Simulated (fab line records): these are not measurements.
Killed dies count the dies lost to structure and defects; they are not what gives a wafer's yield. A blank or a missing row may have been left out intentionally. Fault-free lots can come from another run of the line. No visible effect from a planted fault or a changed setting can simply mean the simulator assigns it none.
Which tool was responsible? || flow gf180mcu || 10 lots with 29 wafers sampled at 5 steps, on a route of 602 steps

WHAT THE GAUGES READ, wafer by wafer
GF_STI_BOW_MEAS_00. Usual: INCOMING_BOW gives -1 um (standard deviation 6.4).
{"lot": "L511", "measured": "day 1 10:04", "on": "filmMetro-02", "INCOMING_BOW (um)": "-1 -3 4", "flag": ""}
{"lot": "L512", "measured": "day 1 15:02", "on": "filmMetro-04", "INCOMING_BOW (um)": "0 -3 0", "flag": ""}
{"lot": "L513", "measured": "day 1 20:00", "on": "filmMetro-02", "INCOMING_BOW (um)": "-10 -2 -1", "flag": ""}
{"lot": "L514", "measured": "day 2 01:00", "on": "filmMetro-04", "INCOMING_BOW (um)": "-1 -4 3", "flag": ""}
{"lot": "L517", "measured": "day 2 16:02", "on": "filmMetro-03", "INCOMING_BOW (um)": "-1 6", "flag": ""}
{"lot": "L530", "measured": "day 5 09:01", "on": "filmMetro-02", "INCOMING_BOW (um)": "10 -13 5", "flag": ""}
{"lot": "L531", "measured": "day 5 14:01", "on": "filmMetro-04", "INCOMING_BOW (um)": "-10 -14 -6", "flag": ""}
{"lot": "L532", "measured": "day 5 19:01", "on": "filmMetro-03", "INCOMING_BOW (um)": "5 1 1", "flag": ""}
{"lot": "L533", "measured": "day 6 00:04", "on": "filmMetro-02", "INCOMING_BOW (um)": "-2 5 -4", "flag": ""}
{"lot": "L534", "measured": "day 6 05:01", "on": "filmMetro-02", "INCOMING_BOW (um)": "-1 -4 -1", "flag": ""}

GF_STI_CD_MEAS_12: target cd 220 nm. Usual: cdNm at 219.9 nm, with a standard deviation of 1.1.
{"lot": "L511", "measured": "day 2 01:08", "on": "cdSem-02", "cdNm (nm)": "220.3 220.9 221.4", "flag": ""}
{"lot": "L512", "measured": "day 2 05:43", "on": "cdSem-01", "cdNm (nm)": "219.6 218.8 219.0", "flag": ""}
{"lot": "L513", "measured": "day 2 11:04", "on": "cdSem-01", "cdNm (nm)": "219.5 219.7 219.0", "flag": ""}
{"lot": "L514", "measured": "day 2 16:37", "on": "cdSem-02", "cdNm (nm)": "221.6 221.1 221.5", "flag": ""}
{"lot": "L517", "measured": "day 3 09:22", "on": "cdSem-02", "cdNm (nm)": "214.3 220.0", "flag": ""}
{"lot": "L530", "measured": "day 6 02:59", "on": "cdSem-01", "cdNm (nm)": "219.5 218.6 219.6", "flag": ""}
{"lot": "L531", "measured": "day 6 10:17", "on": "cdSem-02", "cdNm (nm)": "218.9 221.2 219.7", "flag": ""}
{"lot": "L532", "measured": "day 6 14:06", "on": "cdSem-01", "cdNm (nm)": "219.1 219.6 219.0", "flag": ""}
{"lot": "L533", "measured": "day 6 18:34", "on": "cdSem-02", "cdNm (nm)": "220.8 219.7 220.5", "flag": ""}
{"lot": "L534", "measured": "day 6 23:38", "on": "cdSem-01", "cdNm (nm)": "219.8 220.3 219.7", "flag": ""}

GF_DUAL_GATE_THK_MEAS_03. Usual: DUAL_GATE_OXIDATION_00_THK gives 10.97 nm (standard deviation 0.24).
{"lot": "L511", "measured": "day 7 15:52", "on": "filmMetro-03", "DUAL_GATE_OXIDATION_00_THK (nm)": "11.02 11.01 11.04", "flag": ""}
{"lot": "L512", "measured": "day 7 22:16", "on": "filmMetro-02", "DUAL_GATE_OXIDATION_00_THK (nm)": "10.52 10.81 10.72", "flag": ""}
{"lot": "L513", "measured": "day 8 05:17", "on": "filmMetro-04", "DUAL_GATE_OXIDATION_00_THK (nm)": "11.30 11.27 11.32", "flag": ""}
{"lot": "L514", "measured": "day 8 15:50", "on": "filmMetro-02", "DUAL_GATE_OXIDATION_00_THK (nm)": "11.19 11.44 11.25", "flag": ""}
{"lot": "L517", "measured": "day 9 09:47", "on": "filmMetro-02", "DUAL_GATE_OXIDATION_00_THK (nm)": "11.28 11.14", "flag": ""}
{"lot": "L530", "measured": "day 12 23:38", "on": "filmMetro-02", "DUAL_GATE_OXIDATION_00_THK (nm)": "10.78 10.83 10.76", "flag": ""}
{"lot": "L531", "measured": "day 13 10:12", "on": "filmMetro-02", "DUAL_GATE_OXIDATION_00_THK (nm)": "10.68 10.76 10.78", "flag": ""}
{"lot": "L532", "measured": "day 13 17:56", "on": "filmMetro-02", "DUAL_GATE_OXIDATION_00_THK (nm)": "10.86 10.83 10.94", "flag": ""}
{"lot": "L533", "measured": "day 13 22:03", "on": "filmMetro-02", "DUAL_GATE_OXIDATION_00_THK (nm)": "10.53 10.53 10.54", "flag": ""}
{"lot": "L534", "measured": "day 14 02:34", "on": "filmMetro-04", "DUAL_GATE_OXIDATION_00_THK (nm)": "10.80 10.91 10.87", "flag": ""}

GF_POLY_GATE_THK_MEAS_01. Usual: POLY_GATE_CVD_00_THK gives 199.8 nm (standard deviation 2.3).
{"lot": "L511", "measured": "day 8 11:55", "on": "filmMetro-02", "POLY_GATE_CVD_00_THK (nm)": "199.2 197.4 197.6", "flag": ""}
{"lot": "L512", "measured": "day 8 17:26", "on": "filmMetro-04", "POLY_GATE_CVD_00_THK (nm)": "200.0 201.2 200.7", "flag": ""}
{"lot": "L513", "measured": "day 9 01:07", "on": "filmMetro-04", "POLY_GATE_CVD_00_THK (nm)": "201.3 202.1 202.6", "flag": ""}
{"lot": "L514", "measured": "day 9 12:39", "on": "filmMetro-02", "POLY_GATE_CVD_00_THK (nm)": "203.4 201.3 203.9", "flag": ""}
{"lot": "L517", "measured": "day 10 06:01", "on": "filmMetro-04", "POLY_GATE_CVD_00_THK (nm)": "198.4 197.8", "flag": ""}
{"lot": "L530", "measured": "day 14 00:05", "on": "filmMetro-01", "POLY_GATE_CVD_00_THK (nm)": "198.3 196.3 195.7", "flag": ""}
{"lot": "L531", "measured": "day 14 10:25", "on": "filmMetro-04", "POLY_GATE_CVD_00_THK (nm)": "198.7 199.6 201.2", "flag": ""}
{"lot": "L532", "measured": "day 14 17:27", "on": "filmMetro-02", "POLY_GATE_CVD_00_THK (nm)": "198.4 198.1 199.6", "flag": ""}
{"lot": "L533", "measured": "day 14 22:24", "on": "filmMetro-01", "POLY_GATE_CVD_00_THK (nm)": "197.8 196.9 197.3", "flag": ""}
{"lot": "L534", "measured": "day 15 03:25", "on": "filmMetro-04", "POLY_GATE_CVD_00_THK (nm)": "198.0 195.7 197.1", "flag": ""}

WHAT TOOL EACH LOT RAN ON (gives the tool, then ch and the chambers of the sampled wafers, and finally the start)
{"lot": "L511", "GF_STI_PEB_10": "lithoTrack-04 ch 0, day 2 00:50"}
{"lot": "L512", "GF_STI_PEB_10": "lithoTrack-03 ch 0, day 2 05:23"}
{"lot": "L513", "GF_STI_PEB_10": "lithoTrack-03 ch 0, day 2 10:43"}
{"lot": "L514", "GF_STI_PEB_10": "lithoTrack-01 ch 0, day 2 16:16"}
{"lot": "L517", "GF_STI_PEB_10": "lithoTrack-03 ch 0, day 3 09:02"}
{"lot": "L530", "GF_STI_PEB_10": "lithoTrack-01 ch 0, day 6 02:38"}
{"lot": "L531", "GF_STI_PEB_10": "lithoTrack-01 ch 0, day 6 09:56"}
{"lot": "L532", "GF_STI_PEB_10": "lithoTrack-04 ch 0, day 6 13:46"}
{"lot": "L533", "GF_STI_PEB_10": "lithoTrack-03 ch 0, day 6 18:16"}
{"lot": "L534", "GF_STI_PEB_10": "lithoTrack-01 ch 0, day 6 23:17"}
- GF_STI_PEB_10: peb time 90 s.

WHAT THE TOOLS THEMSELVES READ (means of the sampled wafers that have a number; where no wafer has one, the mark that the record gives instead)
The record holds no such reading with a usual standard deviation.

THE ANSWER, worked out from the rows above alone
Rule: take the mean of a lot's wafers that have a number; if it is more than 3 standard deviations from the usual mean, the lot is off. A lot without any number at a reading at which 4 lots or more have one is off too. All remaining lots with rows at the step are treated as sound. Order of review: gauges by route order, followed by the tools' own readings, for which a lot's mean as printed above is used. The first step at which some lot is off is used, and at that step the reading that is off furthest; a lot without a number counts as furthest.
Across all readings shown, no lot is off: no conclusion can be drawn from this.

WHAT THE SIMULATOR HAD PUT IN
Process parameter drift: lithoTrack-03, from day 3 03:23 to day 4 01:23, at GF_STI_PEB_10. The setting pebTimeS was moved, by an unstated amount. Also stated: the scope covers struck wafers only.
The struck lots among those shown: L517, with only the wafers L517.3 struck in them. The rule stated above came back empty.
